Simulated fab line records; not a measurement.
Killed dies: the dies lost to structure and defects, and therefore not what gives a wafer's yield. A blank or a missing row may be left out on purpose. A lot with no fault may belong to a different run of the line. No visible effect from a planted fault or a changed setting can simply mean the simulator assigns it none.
One fault through the eyes of 2 desks | flow gf180mcu | each desk has only its own numbers; what lay behind them comes last

## DESK OF THE TOOL OWNER: rie-diel-04
The tool's own readings at GF_SAB_ETCH_11 (etches SiO2 in C4F8/O2/Ar, target depth 55 nm, time 8.5 s): means of the sampled wafers that have a number, for each lot that ran on this tool. Marked OUT: a lot whose mean sits more than 4 standard deviations from the usual mean, which makes it out of limits; the brackets give that distance.
Columns: A = bias-w at GF_SAB_ETCH_11, usual 1200 W; B = oes-product-au at GF_SAB_ETCH_11, usual 1.000 a.u.
lot  | first seen here | A    | B
L453 | day 15 09:54    | 1204 | 0.997
L458 | day 17 08:57    | 1201 | 0.998
L464 | day 19 14:26    | 1199 | 1.015
L467 | day 20 16:35    | 1198 | 1.005
Finding of this desk: none of the 4 lots has anything out of limits.

## THE METROLOGY DESK
Lot by lot, what the gauges showed, no matter which tool ran the lot: averages of those sampled wafers that carry a number. Marked OUT: a lot whose mean sits more than 4 standard deviations from the usual mean, which makes it out of limits; the brackets give that distance.
Columns: A = V4_W_THK at GF_V4_THK_MEAS_25, usual 352 nm; B = V5_W_RS at GF_V5_RS_MEAS_24, usual 0.329 ohm/sq
lot  | first seen here | A   | B
L452 | day 24 10:03    | 353 | 0.322
L453 | day 24 16:34    | 350 | 0.326
L454 | day 24 23:52    | 346 | 0.328
L455 | day 25 04:47    | 356 | 0.330
L456 | day 25 20:59    | 350 | 0.330
L457 | day 26 06:04    | 350 | 0.333
L458 | day 26 14:07    | 354 | 0.329
L464 | day 28 14:16    | 359 | 0.329
L467 | day 29 07:24    | 354 | 0.332
L468 | day 29 17:53    | 358 | 0.331
L469 | day 30 00:00    | 348 | 0.329
L471 | day 30 15:25    | 354 | 0.330
L473 | day 30 22:35    | 350 | 0.330
L475 | day 31 07:42    | 343 | 0.323
Finding of this desk: none of the 14 lots has anything out of limits.

## ALL TOGETHER
The desk of the tool owner found nothing out of limits.
At the metrology desk, nothing out of limits was observed.

## WHAT THE SIMULATOR PUT IN
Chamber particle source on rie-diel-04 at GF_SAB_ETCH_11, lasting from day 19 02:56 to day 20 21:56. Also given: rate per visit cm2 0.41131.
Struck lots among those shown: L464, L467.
